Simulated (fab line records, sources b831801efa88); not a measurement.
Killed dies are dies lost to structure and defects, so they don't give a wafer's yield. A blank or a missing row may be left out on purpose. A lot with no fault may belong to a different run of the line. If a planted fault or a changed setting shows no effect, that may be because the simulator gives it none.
What tool caused it? | flow sky130 | 33 wafers sampled from 11 lots at 1 step of a route of 708

## WHAT EACH GAUGE READ, for each wafer
SKY_VIA2_CD_MEAS_12: target cd 200 nm.
lot  | measured     | on        | cd_nm (nm)
L362 | day 35 22:08 | cd_sem-01 | 200.8 200.3 199.1
L364 | day 36 19:54 | cd_sem-02 | 200.7 198.9 200.0
L367 | day 38 17:28 | cd_sem-02 | 200.5 199.2 198.1
L370 | day 39 03:41 | cd_sem-02 | 196.4 196.8 197.5
L371 | day 40 01:13 | cd_sem-02 | 201.9 201.7 201.2
L374 | day 40 08:34 | cd_sem-01 | 198.5 199.1 199.0
L376 | day 40 12:53 | cd_sem-02 | 199.9 200.2 200.7
L377 | day 41 01:02 | cd_sem-02 | 199.8 199.8 200.2
L381 | day 42 06:46 | cd_sem-02 | 200.6 200.3 198.4
L382 | day 42 09:12 | cd_sem-01 | 199.0 198.8 199.7
L384 | day 42 23:22 | cd_sem-01 | 200.5 200.5 199.6

## WHAT TOOL EACH LOT RAN ON (gives the tool, then ch and the chambers of the sampled wafers, and finally the start)
The record shows no process step preceding these readings.

## THE ANSWER, worked out from the rows above alone
Rule: what is usual is taken from the lots themselves. The widest of any qualifying gaps counts: lots, ordered by their means at a reading, are off when they make up no more than a third of the lots, leave a main group of 4 or more, and stand apart from it by 3 or more times the standard deviation of that group's means. Not used: any main group whose means are identical at the precision the tables above print for the reading. Also off: a lot with no number at a reading for which 4 or more lots have one. The other lots that the step has rows for count as sound.
Nothing can be told from this: no lot is off at any reading shown.

## WHAT WAS PUT IN BY THE SIMULATOR
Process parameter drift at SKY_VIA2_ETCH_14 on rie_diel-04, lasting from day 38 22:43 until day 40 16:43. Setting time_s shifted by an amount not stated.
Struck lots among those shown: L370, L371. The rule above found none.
